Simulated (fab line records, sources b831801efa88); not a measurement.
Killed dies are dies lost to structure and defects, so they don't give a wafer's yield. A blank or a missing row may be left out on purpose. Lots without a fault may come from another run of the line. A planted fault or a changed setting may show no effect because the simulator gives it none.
fab line records | flow sky130
record lots=5 wafers=15 last_day=50
route steps=708 shown GATE_OXIDE@192 POLY_GATE@204 RES_PROTECT@206 PAD_OPEN@708
lots that met no fault: from a run of the same line without faults
start_h: hours from the record's first day to the start of the lot's first wafer shown | wait_h: hours since the lot's step before | " the same as in the row above | L1.1+2: a row that stands for several wafers | - no value, or no start given | * or withheld: withheld | < > ~ a bound
route shown NAME@n: a module of which the file shows steps, and the number in the route of the first | usual: mean/standard deviation of fault-free wafers | same: alike in all rows | chamber/n: place in a boat | sites: the reading at each site | _std_site: their standard deviation | _edge_site: outer sites' mean less inner sites' | radius_mm: how far each site lies from the wafer's centre | mask NAME#n: copy n | behind: the tool/chamber that last shaped the wafer | hold: why the lot was held/for how many hours/how that ended | device: the transistor (n, p or np) that didn't switch | end of line: the same wafers' tests at the end of the route | a step without rows: its recipe alone | killed: dies lost to structure and defects at the first sort, not the wafer's yield | map: a wafer's dies, x killed, . not, _ none there
set.NAME: the setting as run; set.NAME@STEP: as run at that earlier step | model.NAME: the simulator's own value behind a step, which no gauge read
lots at some steps of the route; a table a step, a row a wafer
services: from which hour (start_h, from the record's first day; less than 0 if before it) a tool's chamber was out of use, for how many hours, and why
## steps
# step SKY_GATE_OXIDE_COAT_05
# recipe resist=NOVOLAK spin_rpm=3000 resist_thk_nm=1140
# step SKY_GATE_OXIDE_SOFTBAKE_06
# recipe temp_c=90 time_s=60 resist=NOVOLAK
# step SKY_GATE_OXIDE_EXPOSE_07
# recipe mask_id=LVOM na=0.6 source_shape=conventional sigma_outer=0.6 polarization=unpolarized target_cd_nm=600 dose_mj=170
# step SKY_GATE_OXIDE_PEB_08
# recipe temp_c=withheld time_s=* resist=NOVOLAK
# step SKY_GATE_OXIDE_DEVELOP_09
# recipe resist=NOVOLAK developer=TMAH develop_time_s=60 dev_temp_c=23
# step SKY_GATE_OXIDE_OVL_MEAS_10
# usual GATE_OXIDE_OVL=-0.2/1.3
# columns lot.wafer tool chamber start_h wait_h GATE_OXIDE_OVL[nm]
L437.1 overlay-02 - 343.49 0.1 0.1
L437.4 " - " " 1.0
L437.5 " - " " 2.1
L445.2 overlay-02 - 416.56 0.1 2.3
L445.5 " - " " -0.3
L445.6 " - " " -1.1
L453.2 overlay-02 - 481.26 0.1 1.3
L453.4 " - " " 0.5
L453.5 " - " " 1.6
L454.2 overlay-01 - 492.35 0.1 -2.0
L454.3 " - " " -2.0
L454.6 " - " " -1.7
L456.1 overlay-01 - 505.57 0.1 -1.1
L456.3 " - " " 0.7
L456.5 " - " " -1.7
# step SKY_GATE_OXIDE_IMPLANT_11
# recipe species=B energy_kev=10 dose_cm2=2.6e+12 tilt_deg=withheld
# step SKY_GATE_OXIDE_WET_ETCH_12
# recipe chemistry=dHF target_depth_nm=16.8 dry=n2_spin target=SiO2 dilution=100:1 temp_c=25 time_s=336
# step SKY_GATE_OXIDE_STRIP_13
# recipe chemistry=O2/N2 power_w=1400 pressure_mtorr=1500 platen_temp_c=withheld o2_flow_sccm=3000 n2_flow_sccm=300 overash_fraction=0.5
# usual drypump_motor_current_A=5.6/0.38 oes_product_au=0.716/0.0043 strip_time_to_endpoint_s=14.17/0.043
# columns lot.wafer tool chamber start_h wait_h drypump_motor_current_A oes_product_au rf_hours_counter_h strip_time_to_endpoint_s
L437.1 plasma_asher-03 1 343.78 0.0 5.8 0.713 64 14.17
L437.4 " 0 " " 4.9 0.720 - 14.14
L437.5 " 1 " " 5.7 0.717 - 14.16
L445.2 plasma_asher-02 1 416.85 0.0 5.8 0.715 70 14.20
L445.5 " 1 " " 5.7 0.712 - 14.21
L445.6 " 0 " " 6.1 0.719 - 14.19
L453.2 plasma_asher-02 1 481.66 0.0 5.8 0.710 4 14.16
L453.4 " 1 " " 5.8 0.720 - 14.15
L453.5 " 1 " " 5.8 0.715 - 14.12
L454.2 plasma_asher-04 0 492.63 0.0 5.4 0.712 38 14.21
L454.3 " 0 " " 5.4 0.713 - 14.21
L454.6 " 1 " " 5.8 0.714 - 14.20
L456.1 plasma_asher-03 1 505.86 0.0 5.7 0.705 81 14.19
L456.3 " 0 " " 4.9 0.719 - 14.17
L456.5 " 0 " " 4.9 0.719 - 14.18
# step SKY_GATE_OXIDE_TW_MEAS_14
# usual GATE_OXIDE_TW=225.3/1.1
# columns lot.wafer tool chamber start_h wait_h GATE_OXIDE_TW
L437.1 film_metro-01 - 343.88 0.1 226.1
L437.4 " - " " 227.7
L437.5 " - " " 226.8
L445.2 film_metro-02 - 416.96 0.1 224.7
L445.5 " - " " 224.4
L445.6 " - " " 225.2
L453.2 film_metro-03 - 481.77 0.1 226.4
L453.4 " - " " 226.1
L453.5 " - " " 225.6
L454.2 film_metro-02 - 492.74 0.1 225.4
L454.3 " - " " 226.1
L454.6 " - " " 225.4
L456.1 film_metro-03 - 505.96 0.1 225.9
L456.3 " - " " 226.6
L456.5 " - " " 225.4
# step SKY_GATE_OXIDE_CLEAN_15
# recipe chemistry=SC1/SC2 mix=1:4:20 temp_c=70 time_s=150 dry=n2_spin
# step SKY_GATE_OXIDE_OXIDATION_16
# recipe temp_c=800 ambient=O2 idle_temp_c=700 ramp_up_c_per_min=10 ramp_down_c_per_min=3 stabilise_s=600 purge_s=300 target_thk_a=35.7 ox_time_s=1915
# step SKY_POLY_GATE_CVD_00
# recipe material=poly-Si target_thk_nm=180 temp_c=620 time_s=720 pressure_mtorr=200
# usual spike_tc_centre_C=621.5/1.3 spike_tc_lower_C=620.9/1.6 spike_tc_top_C=635.7/1.1 spike_tc_upper_C=620.1/0.95 zone_power_centre_pct=8.8/1.2 zone_power_upper_pct=7.09/0.19
# columns lot.wafer tool chamber start_h wait_h spike_tc_centre_C spike_tc_lower_C spike_tc_top_C spike_tc_upper_C zone_power_centre_pct zone_power_upper_pct model.poly-Si_of_POLY_GATE_CVD_00.thk_nm
L437.1 lpcvd-01 0 345.59 0.0 621.8 618.7 634.6 620.2 7.6 7.36 179.9
L437.4 " 0 " " 622.7 619.2 635.7 620.4 7.6 7.36 179.2
L437.5 " 0 " " 623.7 619.1 634.4 620.9 7.6 7.29 182
L445.2 lpcvd-01 0 418.98 0.0 630.2 618.9 645.4 556.5 11.9 0.01 176.1
L445.5 " 0 " " 629.3 619.6 646.1 557.3 12.0 0.01 174.3
L445.6 " 0 " " 631.3 617.8 646.9 557.1 12.1 0.01 167
L453.2 lpcvd-01 0 483.40 0.0 623.2 620.8 635.9 621.2 7.7 7.21 180.7
L453.4 " 0 " " 623.0 620.2 634.3 619.2 7.7 7.23 180
L453.5 " 0 " " 624.3 620.8 637.4 619.8 7.6 7.35 180.1
L454.2 lpcvd-01 1 494.37 0.0 619.4 624.6 635.1 619.6 10.2 6.82 178.6
L454.3 " 1 " " 620.4 622.9 634.3 620.7 10.1 6.87 179.2
L454.6 " 1 " " 620.3 622.7 636.0 619.3 9.9 6.93 178
L456.1 lpcvd-01 1 508.79 0.0 620.8 623.0 637.1 619.4 10.0 6.86 179.9
L456.3 " 1 " " 621.9 622.8 638.2 620.3 10.1 6.95 179.5
L456.5 " 1 " " 621.3 620.6 637.4 619.1 10.3 6.93 182
# step SKY_POLY_GATE_THK_MEAS_01
# recipe reads=poly-Si_of_POLY_GATE_CVD_00
# usual POLY_GATE_CVD_00_THK=180.4/1.6
# columns lot.wafer tool chamber start_h wait_h POLY_GATE_CVD_00_THK[nm]
L437.1 film_metro-02 - 346.79 0.0 179.8
L437.4 " - " " 179.1
L437.5 " - " " 182.2
L445.2 film_metro-01 - 420.19 0.0 176.0
L445.5 " - " " 174.3
L445.6 " - " " 166.9
L453.2 film_metro-04 - 485.21 0.0 180.5
L453.4 " - " " 180.0
L453.5 " - " " 180.1
L454.2 film_metro-02 - 496.18 0.0 178.6
L454.3 " - " " 179.2
L454.6 " - " " 178.1
L456.1 film_metro-01 - 510.59 0.0 179.9
L456.3 " - " " 179.6
L456.5 " - " " 181.8
# step SKY_RES_PROTECT_DEHYDRATE_00
# recipe temp_c=200 time_s=60
# step SKY_RES_PROTECT_HMDS_01
# recipe prime_time_s=60 prime_temp_c=120
# step SKY_RES_PROTECT_COAT_02
# recipe resist=NOVOLAK spin_rpm=3000 resist_thk_nm=1140
# step SKY_RES_PROTECT_SOFTBAKE_03
# recipe temp_c=90 time_s=60 resist=NOVOLAK
# step SKY_RES_PROTECT_EXPOSE_04
# recipe mask_id=RPM na=0.6 source_shape=conventional sigma_outer=0.6 polarization=unpolarized target_cd_nm=1270 dose_mj=131
# step SKY_RES_PROTECT_PEB_05
# recipe temp_c=withheld time_s=* resist=NOVOLAK
# step SKY_RES_PROTECT_DEVELOP_06
# recipe resist=NOVOLAK developer=TMAH develop_time_s=60 dev_temp_c=23
# step SKY_POLY_GATE_IMPLANT_02
# recipe species=P energy_kev=30 dose_cm2=7.7e+15 tilt_deg=0
# step SKY_RES_PROTECT_STRIP_07
# recipe chemistry=O2/N2 power_w=1400 pressure_mtorr=1500 platen_temp_c=withheld o2_flow_sccm=3000 n2_flow_sccm=300 overash_fraction=0.5
# usual drypump_motor_current_A=5.7/0.51 oes_product_au=0.517/0.0047 strip_time_to_endpoint_s=23.30/0.041
# columns lot.wafer tool chamber start_h wait_h drypump_motor_current_A oes_product_au rf_hours_counter_h strip_time_to_endpoint_s
L437.1 plasma_asher-01 0 375.09 0.1 6.6 0.512 58 23.32
L437.4 " 0 " " 6.6 0.506 - 23.33
L437.5 " 0 " " 6.6 0.523 - 23.30
L445.2 plasma_asher-03 1 450.29 0.1 5.8 0.520 75 23.32
L445.5 " 0 " " 4.9 0.515 - 23.34
L445.6 " 1 " " 5.7 0.514 - 23.27
L453.2 plasma_asher-03 0 515.04 0.1 4.9 0.519 82 23.25
L453.4 " 1 " " 5.7 0.518 - 23.29
L453.5 " 0 " " 4.9 0.527 - 23.30
L454.2 plasma_asher-04 0 525.77 0.1 5.4 0.519 41 23.28
L454.3 " 0 " " 5.4 0.514 - 23.30
L454.6 " 1 " " 5.8 0.514 - 23.28
L456.1 plasma_asher-04 1 540.67 0.1 5.8 0.517 43 23.29
L456.3 " 0 " " 5.4 0.517 - 23.21
L456.5 " 1 " " 5.8 0.525 - 23.25
# step SKY_RES_PROTECT_TW_MEAS_08
# usual POLY_GATE_TW=4043/24
# columns lot.wafer tool chamber start_h wait_h POLY_GATE_TW
L437.1 film_metro-04 - 375.19 0.1 4028
L437.4 " - " " 4033
L437.5 " - " " 4031
L445.2 film_metro-04 - 450.40 0.1 4028
L445.5 " - " " 4016
L445.6 " - " " 4049
L453.2 film_metro-03 - 515.15 0.1 4054
L453.4 " - " " 4061
L453.5 " - " " 4049
L454.2 film_metro-01 - 525.88 0.1 4023
L454.3 " - " " 4041
L454.6 " - " " 4022
L456.1 film_metro-01 - 540.77 0.1 4077
L456.3 " - " " 4077
L456.5 " - " " 4058
# step SKY_RES_PROTECT_CLEAN_09
# recipe chemistry=SC1/SC2 mix=1:4:20 temp_c=70 time_s=150 dry=n2_spin
# usual bath_guard_temp_C=70.2/0.41
# columns lot.wafer tool chamber start_h wait_h bath_guard_temp_C model.poly-Si_of_POLY_GATE_CVD_00.thk_nm
L437.1 wet_bench-04 3 375.25 0.1 70.3 179.2
L437.4 " 3 " " 69.9 178.5
L437.5 " 3 " " 70.1 181.4
L445.2 wet_bench-03 1 450.45 0.0 70.7 175.4
L445.5 " 1 " " 70.2 173.7
L445.6 " 1 " " 70.3 166.4
L453.2 wet_bench-04 1 515.20 0.0 69.8 180.1
L453.4 " 1 " " 70.0 179.3
L453.5 " 1 " " 69.7 179.5
L454.2 wet_bench-02 3 525.93 0.0 70.0 178
L454.3 " 3 " " 70.4 178.6
L454.6 " 3 " " 70.2 177.3
L456.1 wet_bench-03 1 540.83 0.1 70.9 179.2
L456.3 " 1 " " 70.5 178.9
L456.5 " 1 " " 70.6 181.3
# step SKY_POLY_GATE_CVD_03
# recipe material=Si3N4 precursor=DCS/NH3 target_thk_nm=75 temp_c=770 time_s=1290 pressure_mtorr=250
# step SKY_POLY_GATE_THK_MEAS_04
# recipe reads=Si3N4_of_POLY_GATE_CVD_03
# usual POLY_GATE_CVD_03_THK=74.9/0.7
# columns lot.wafer tool chamber start_h wait_h POLY_GATE_CVD_03_THK[nm]
L437.1 film_metro-01 - 376.66 0.0 74.2
L437.4 " - " " 74.2
L437.5 " - " " 74.7
L445.2 film_metro-04 - 451.87 0.0 73.8
L445.5 " - " " 74.3
L445.6 " - " " 74.3
L453.2 film_metro-01 - 516.79 0.0 73.5
L453.4 " - " " 73.3
L453.5 " - " " 74.2
L454.2 film_metro-04 - 527.35 0.0 74.1
L454.3 " - " " 75.0
L454.6 " - " " 74.7
L456.1 film_metro-01 - 542.91 0.0 74.8
L456.3 " - " " 75.0
L456.5 " - " " 74.9
# step SKY_POLY_GATE_DEHYDRATE_05
# recipe temp_c=200 time_s=60
# step SKY_POLY_GATE_HMDS_06
# recipe prime_time_s=60 prime_temp_c=120
# step SKY_POLY_GATE_COAT_07
# recipe resist=BARC temp_c=withheld time_s=withheld spin_rpm=3000 resist_thk_nm=110
# step SKY_POLY_GATE_COAT_08
# recipe resist=KrF-thick spin_rpm=3000 resist_thk_nm=450
# step SKY_POLY_GATE_SOFTBAKE_09
# recipe temp_c=100 time_s=90 resist=KrF-thick
# step SKY_POLY_GATE_EXPOSE_10
# recipe mask_id=P1M na=0.68 source_shape=conventional sigma_outer=0.6 target_cd_nm=150 dose_mj=28
# step SKY_POLY_GATE_PEB_11
# recipe peb_temp_c=withheld peb_time_s=withheld resist=KrF-thick
# step SKY_POLY_GATE_DEVELOP_12
# recipe develop_time_s=60 resist=KrF-thick dev_temp_c=21
# step SKY_POLY_GATE_CD_MEAS_13
# recipe target_cd_nm=150
# usual cd_nm=150.1/1.3
# columns lot.wafer tool chamber start_h wait_h cd_nm
L437.1 cd_sem-02 - 405.82 - 151.2
L437.4 " - " " 150.3
L437.5 " - " " 149.0
L445.2 cd_sem-02 - 482.71 - 150.0
L445.5 " - " " 150.0
L445.6 " - " " 149.3
L453.2 cd_sem-01 - 545.92 - 149.0
L453.4 " - " " 148.1
L453.5 " - " " 150.0
L454.2 cd_sem-01 - 557.18 - 153.5
L454.3 " - " " 151.7
L454.6 " - " " 152.5
L456.1 cd_sem-01 - 572.17 - 151.9
L456.3 " - " " 150.8
L456.5 " - " " 151.3
# step SKY_POLY_GATE_OVL_MEAS_14
# usual POLY_GATE_OVL=-5/5.1
# columns lot.wafer tool chamber start_h wait_h POLY_GATE_OVL[nm]
L437.1 overlay-01 - 405.94 0.1 -15
L437.4 " - " " -13
L437.5 " - " " -9
L445.2 overlay-02 - 482.82 0.1 -5
L445.5 " - " " 1
L445.6 " - " " -6
L453.2 overlay-02 - 546.03 0.1 7
L453.4 " - " " 2
L453.5 " - " " 0
L454.2 overlay-02 - 557.29 0.1 -5
L454.3 " - " " -4
L454.6 " - " " -4
L456.1 overlay-01 - 572.29 0.1 -3
L456.3 " - " " -6
L456.5 " - " " -3
# step SKY_POLY_GATE_ETCH_15
# recipe chemistry=N2/H2 target=BARC ion_energy_ev=200 source_w=500 bias_w=100 pressure_mtorr=30 n2_flow_sccm=100 h2_flow_sccm=200 stop_on=SiO2 time_s=118.5 target_depth_a=1100
# usual drypump_motor_current_A=6.0/0.39 oes_product_au=0.716/0.0048 throttle_valve_pct=13.213/0.0094
# columns lot.wafer tool chamber start_h wait_h drypump_motor_current_A oes_product_au rf_hours_counter_h throttle_valve_pct
L437.1 rie_diel-02 2 405.98 0.0 6.0 0.713 2 13.207
L437.4 " 0 " " 6.2 0.721 44 13.206
L437.5 " 2 " " 6.1 0.721 - 13.205
L445.2 rie_diel-04 3 482.85 0.0 6.8 0.709 7 13.208
L445.5 " 0 " " 6.2 0.720 - 13.205
L445.6 " 1 " " 6.0 0.713 - 13.203
L453.2 rie_diel-04 2 546.06 0.0 6.0 0.715 4 13.216
L453.4 " 1 " " 6.0 0.716 - 13.205
L453.5 " 2 " " 6.0 0.721 - 13.215
L454.2 rie_diel-01 0 557.32 0.0 5.9 0.713 2 13.211
L454.3 " 2 " " 6.1 0.716 4 13.214
L454.6 " 1 " " 5.8 0.714 - 13.225
L456.1 rie_diel-04 0 572.33 0.0 6.3 0.720 0 13.208
L456.3 " 0 " " 6.3 0.710 - 13.212
L456.5 " 0 " " 6.3 0.712 - 13.208
# step SKY_POLY_GATE_ETCH_16
# recipe stop_on=poly-Si chemistry=CH3F/O2 target=Si3N4 source_w=400 bias_w=80 pressure_mtorr=25 ch3f_flow_sccm=40 O2_flow_sccm=30 time_s=147.5 target_depth_a=750
# usual drypump_motor_current_A=6.0/0.39 oes_product_au=0.640/0.0048 throttle_valve_pct=10.535/0.0083
# columns lot.wafer tool chamber start_h wait_h drypump_motor_current_A oes_product_au rf_hours_counter_h throttle_valve_pct
L437.1 rie_diel-02 2 406.06 0.0 6.1 0.634 3 10.540
L437.4 " 0 " " 6.1 0.644 44 10.529
L437.5 " 2 " " 6.1 0.635 - 10.536
L445.2 rie_diel-04 3 482.93 0.0 6.7 0.644 7 10.533
L445.5 " 0 " " 6.2 0.636 - 10.529
L445.6 " 1 " " 6.0 0.638 - 10.540
L453.2 rie_diel-04 2 546.18 0.1 6.0 0.637 4 10.542
L453.4 " 1 " " 5.9 0.635 - 10.530
L453.5 " 2 " " 6.0 0.645 - 10.519
L454.2 rie_diel-01 0 557.40 0.0 5.9 0.639 3 10.528
L454.3 " 2 " " 6.1 0.638 4 10.532
L454.6 " 1 " " 5.8 0.646 - 10.531
L456.1 rie_diel-04 0 572.45 0.1 6.3 0.634 0 10.523
L456.3 " 0 " " 6.2 0.640 - 10.548
L456.5 " 0 " " 6.2 0.644 - 10.535
# step SKY_POLY_GATE_ETCH_17
# recipe target_depth_nm=180 stop_on=SiO2 over_etch_frac=0.56667 chemistry=HBr/Cl2 target=poly-Si icp_w=400 bias_w=100 pressure_mtorr=10 HBr_flow_sccm=150 Cl2_flow_sccm=50 time_s=70.5
# usual HBr_flow_sccm=150.0/0.48 drypump_motor_current_A=5.8/0.46 mfc_cl2_sccm=50.03/0.15 oes_product_au=0.986/0.0075 throttle_valve_pct=33.684/0.0086
# columns lot.wafer tool chamber start_h wait_h HBr_flow_sccm drypump_motor_current_A mfc_cl2_sccm oes_product_au rf_hours_counter_h throttle_valve_pct model.etch.depth_nm model.POLY_GATE.feature_depth_nm
L437.1 rie_si-02 1 406.16 0.0 150.1 5.7 50.09 0.979 6 33.699 176.5 176.5
L437.4 " 2 " " 150.0 5.9 49.69 0.983 0 33.677 178.5 178.5
L437.5 " 0 " " 149.9 5.6 49.87 0.992 - 33.669 179.4 179.4
L445.2 rie_si-02 3 483.03 0.0 150.3 6.7 50.04 0.975 41 33.691 175.4 175.4
L445.5 " 2 " " 150.8 5.9 50.07 0.972 - 33.687 173.7 173.7
L445.6 " 1 " " 149.1 5.7 50.13 0.940 - 33.680 166.4 166.4
L453.2 rie_si-02 2 546.33 0.1 150.2 5.9 50.16 0.995 1 33.691 180.1 180.1
L453.4 " 3 " " 149.9 6.7 49.60 0.995 41 33.685 179.3 179.3
L453.5 " 1 " " 149.7 5.7 50.12 0.989 - 33.685 177.8 177.8
L454.2 rie_si-01 0 557.50 0.0 150.1 5.6 49.92 0.981 1 33.678 178 178
L454.3 " 1 " " 149.7 5.8 50.24 0.976 3 33.694 177.2 177.2
L454.6 " 1 " " 148.9 5.8 50.08 0.978 - 33.676 177.3 177.3
L456.1 rie_si-01 2 572.60 0.1 150.1 4.9 50.12 0.972 5 33.679 176.3 176.3
L456.3 " 0 " " 149.6 5.6 50.08 0.977 1 33.689 176.9 176.9
L456.5 " 2 " " 149.8 4.9 49.82 0.991 - 33.678 177.8 177.8
# step SKY_POLY_GATE_STRIP_18
# recipe chemistry=O2/N2 power_w=1400 pressure_mtorr=1500 platen_temp_c=withheld o2_flow_sccm=3000 n2_flow_sccm=300 overash_fraction=0.5
# usual drypump_motor_current_A=5.9/0.36 oes_product_au=0.360/0.0045 strip_time_to_endpoint_s=3.171/0.028
# columns lot.wafer tool chamber start_h wait_h drypump_motor_current_A oes_product_au rf_hours_counter_h strip_time_to_endpoint_s
L437.1 plasma_asher-02 0 406.22 0.0 6.1 0.361 69 3.184
L437.4 " 1 " " 5.7 0.345 - 3.135
L437.5 " 1 " " 5.7 0.355 - 3.166
L445.2 plasma_asher-02 1 483.08 0.0 5.8 0.365 4 3.140
L445.5 " 0 " " 6.1 0.356 - 3.159
L445.6 " 1 " " 5.7 0.363 - 3.160
L453.2 plasma_asher-04 1 546.38 0.0 5.8 0.362 43 3.177
L453.4 " 0 " " 5.4 0.363 - 3.159
L453.5 " 1 " " 5.8 0.360 - 3.208
L454.2 plasma_asher-04 1 557.56 0.0 5.8 0.359 44 3.202
L454.3 " 0 " " 5.4 0.359 - 3.195
L454.6 " 1 " " 5.8 0.364 - 3.234
L456.1 plasma_asher-01 0 572.65 0.0 6.6 0.368 78 3.199
L456.3 " 0 " " 6.6 0.363 - 3.177
L456.5 " 1 " " 6.1 0.363 - 3.196
# step SKY_PAD_OPEN_PROBE_99
# usual killed_at_M0_to_M3=43/6.5 killed_at_M4_up=3.2/1.8 killed_at_contacts=24/5.2 killed_at_front_end=15/4 killed_at_other=0.4/0.69 killed_dies=86/8.7 killed_open=47/7 killed_short=39/5.7
# same gross_dies=492 killed_at_back_side=0
# columns lot.wafer tool chamber start_h wait_h killed_at_M0_to_M3 killed_at_M4_up killed_at_contacts killed_at_front_end killed_at_other killed_dies killed_open killed_short model.etest.res_poly.rs_ohm_sq
L437.1 prober-02 - 1100.00 0.1 46 1 36 11 0 94 57 37 46.83
L437.4 prober-02 - 1100.15 0.2 49 5 19 8 0 81 32 49 47.11
L437.5 prober-02 - 1100.20 0.2 56 3 25 13 1 98 55 43 46.46
L445.2 prober-02 - 1146.32 0.1 46 1 13 21 0 81 42 38 48.27
L445.5 prober-02 - 1146.47 0.2 38 7 24 18 0 87 44 43 49.19
L445.6 prober-02 - 1146.52 0.2 42 2 22 14 1 81 50 31 51.39
L453.2 prober-02 - 1184.56 0.1 42 3 26 19 2 92 52 39 47.63
L453.4 prober-02 - 1184.66 0.2 53 3 20 12 1 89 57 32 48.56
L453.5 prober-02 - 1184.71 0.2 48 4 30 19 0 101 50 51 47.56
L454.2 prober-01 - 1191.76 0.1 49 5 27 18 1 100 56 44 48.55
L454.3 prober-01 - 1191.81 0.2 36 3 27 23 0 89 53 36 49.32
L454.6 prober-01 - 1191.96 0.2 39 3 20 15 0 77 41 36 49.11
L456.1 prober-01 - 1198.26 0.1 45 3 21 13 0 82 38 44 48.7
L456.3 prober-01 - 1198.36 0.2 50 5 21 18 0 94 50 44 48.7
L456.5 prober-01 - 1198.46 0.2 38 5 20 18 0 81 44 37 48.63
# killed by level:class
L437.1 VIA1:geometric_particle:open=16 CONTACT:geometric_particle:open=12 LI_CONTACT:geometric_particle:open=9 CONTACT:geometric_particle:short=6 METAL2:geometric_particle:short=5 VIA2:geometric_particle:open=5 VIA1:geometric_particle:short=5 METAL1:geometric_particle:open=5
L437.4 VIA2:geometric_particle:open=9 VIA3:geometric_particle:short=9 LI_CONTACT:geometric_particle:open=7 METAL1:geometric_particle:short=6 VIA1:geometric_particle:open=5 VIA2:geometric_particle:short=5 METAL4:geometric_particle:short=5 CONTACT:geometric_particle:open=4
L437.5 VIA1:geometric_particle:open=18 CONTACT:geometric_particle:open=8 LI_CONTACT:geometric_particle:open=7 VIA3:geometric_particle:open=7 VIA2:geometric_particle:short=7 METAL1:geometric_particle:short=6 VIA3:geometric_particle:short=5 CONTACT:geometric_particle:short=4
L445.2 METAL1:geometric_particle:short=10 VIA3:geometric_particle:open=10 FIELD_ISO:geometric_particle:open=6 VIA1:geometric_particle:open=6 METAL2:geometric_particle:short=5 POLY_GATE:geometric_particle:open=4 POLY_GATE:geometric_particle:short=4 LI_CONTACT:geometric_particle:open=4
L445.5 VIA1:geometric_particle:short=8 LI_CONTACT:geometric_particle:open=8 VIA1:geometric_particle:open=8 POLY_GATE:geometric_particle:short=7 VIA3:geometric_particle:open=6 METAL1:geometric_particle:short=5 CONTACT:geometric_particle:short=4 CONTACT:geometric_particle:open=4
L445.6 VIA1:geometric_particle:open=12 VIA3:geometric_particle:open=7 LOCAL_INTERCONNECT:geometric_particle:short=6 CONTACT:geometric_particle:open=6 VIA2:geometric_particle:open=6 POLY_GATE:geometric_particle:short=4 LI_CONTACT:geometric_particle:open=4 METAL1:geometric_particle:short=4
L453.2 LI_CONTACT:geometric_particle:open=10 VIA1:geometric_particle:open=8 VIA2:geometric_particle:open=8 FIELD_ISO:geometric_particle:open=6 CONTACT:geometric_particle:short=6 VIA1:geometric_particle:short=6 FIELD_ISO:geometric_particle:short=5 CONTACT:geometric_particle:open=5
L453.4 VIA2:geometric_particle:open=12 VIA3:geometric_particle:open=10 METAL1:geometric_particle:short=8 VIA1:geometric_particle:open=8 LI_CONTACT:geometric_particle:open=7 CONTACT:geometric_particle:open=7 POLY_GATE:geometric_particle:open=4 METAL1:geometric_particle:open=3
L453.5 CONTACT:geometric_particle:open=15 VIA3:geometric_particle:open=12 POLY_GATE:geometric_particle:open=6 METAL2:geometric_particle:short=6 METAL3:geometric_particle:short=6 VIA1:geometric_particle:short=5 POLY_GATE:geometric_particle:short=5 LI_CONTACT:geometric_particle:open=5
L454.2 CONTACT:geometric_particle:open=11 VIA3:geometric_particle:open=9 FIELD_ISO:geometric_particle:open=7 VIA1:geometric_particle:open=7 VIA1:geometric_particle:short=7 VIA2:geometric_particle:open=7 LOCAL_INTERCONNECT:geometric_particle:short=6 LI_CONTACT:geometric_particle:open=5
L454.3 CONTACT:geometric_particle:open=11 FIELD_ISO:geometric_particle:open=9 VIA3:geometric_particle:open=9 VIA1:geometric_particle:open=6 VIA1:geometric_particle:short=5 LI_CONTACT:geometric_particle:open=5 LOCAL_INTERCONNECT:geometric_particle:short=4 METAL1:geometric_particle:short=4
L454.6 VIA1:geometric_particle:open=9 CONTACT:geometric_particle:open=8 METAL2:geometric_particle:short=6 LI_CONTACT:geometric_particle:open=5 CONTACT:geometric_particle:short=5 VIA1:geometric_particle:short=5 POLY_GATE:geometric_particle:open=4 VIA2:geometric_particle:open=4
L456.1 VIA1:geometric_particle:open=9 METAL2:geometric_particle:short=9 METAL1:geometric_particle:short=8 CONTACT:geometric_particle:open=6 CONTACT:geometric_particle:short=6 FIELD_ISO:geometric_particle:open=5 POLY_GATE:geometric_particle:short=5 VIA3:geometric_particle:open=5
L456.3 VIA1:geometric_particle:open=15 CONTACT:geometric_particle:open=9 FIELD_ISO:geometric_particle:short=8 LI_CONTACT:geometric_particle:open=8 VIA1:geometric_particle:short=7 POLY_GATE:geometric_particle:open=5 METAL1:geometric_particle:short=5 METAL2:geometric_particle:short=5
L456.5 CONTACT:geometric_particle:open=9 VIA1:geometric_particle:open=9 METAL2:geometric_particle:short=8 VIA3:geometric_particle:open=8 FIELD_ISO:geometric_particle:open=5 POLY_GATE:geometric_particle:short=4 POLY_GATE:geometric_particle:open=4 CONTACT:geometric_particle:short=4
## services
# columns tool chamber start_h hours kind
rie_si-02 3 324.50 8.1 repair
lpcvd-01 - 331.63 1.5 repair
plasma_asher-02 - 340.03 12.6 pm
rie_si-02 - 345.69 2.8 pm
rie_diel-01 2 375.29 2.7 repair
wet_bench-04 - 378.52 1.9 pm
rie_si-01 3 383.71 4.2 repair
plasma_asher-03 - 411.54 0.8 repair
rie_diel-04 2 417.52 3.4 repair
plasma_asher-02 - 421.25 9.0 pm
wet_bench-03 - 431.82 2.1 repair
plasma_asher-02 - 439.19 14.6 pm
plasma_asher-01 - 495.47 7.8 pm
lpcvd-01 - 503.00 2.8 pm
rie_diel-01 3 507.98 13.8 repair
rie_diel-01 1 522.52 1.7 repair
plasma_asher-01 - 536.00 0.5 repair
rie_diel-02 0 543.22 5.3 repair
rie_diel-04 3 544.42 5.6 repair
rie_diel-02 1 547.78 10.6 repair
plasma_asher-03 - 563.60 18.2 repair
rie_diel-04 2 564.48 39.0 repair
plasma_asher-02 - 567.20 13.2 repair
rie_diel-04 1 569.58 6.1 repair
## key
first_sign step=SKY_POLY_GATE_CVD_00 reading=spike_tc_upper_C direction=down sigmas=67 usual=620.1 struck=556.9
effect step=SKY_POLY_GATE_CVD_00 reading=zone_power_upper_pct direction=down sigmas=37 usual=7.09 struck=0.01
effect step=SKY_POLY_GATE_THK_MEAS_01 reading=POLY_GATE_CVD_00_THK direction=down sigmas=5 usual=180.4 struck=172.4
effect step=SKY_POLY_GATE_ETCH_17 reading=oes_product_au direction=down sigmas=3.2 usual=0.986 struck=0.963 wafers_moved=2
model_effect step=SKY_POLY_GATE_CVD_00 value=poly-Si_of_POLY_GATE_CVD_00.thk_nm without=177.1 struck=172.5
model_effect step=SKY_RES_PROTECT_CLEAN_09 value=poly-Si_of_POLY_GATE_CVD_00.thk_nm without=176.4 struck=171.8
model_effect step=SKY_POLY_GATE_ETCH_17 value=etch.depth_nm without=176.4 struck=171.8
model_effect step=SKY_PAD_OPEN_PROBE_99 value=etest.res_poly.rs_ohm_sq without=48.43 struck=49.62
met_at SKY_POLY_GATE_CVD_00
struck_wafers L445.2,L445.5,L445.6
tester_left_out L445
onset_between 345.59 418.98
fault kind=process_parameter_drift tool=lpcvd-01 chamber=0 onset_h=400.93 steps=SKY_POLY_GATE_CVD_00 channel=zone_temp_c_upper offset=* shape=step end_h=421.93
# tester_left_out: of these lots the tester's yield and bins aren't shown, on N5 and GAA mostly nor the transistor test; their killed dies are dies lost to structure and defects alone, not to doping, threshold or leakage, so they don't give the yield
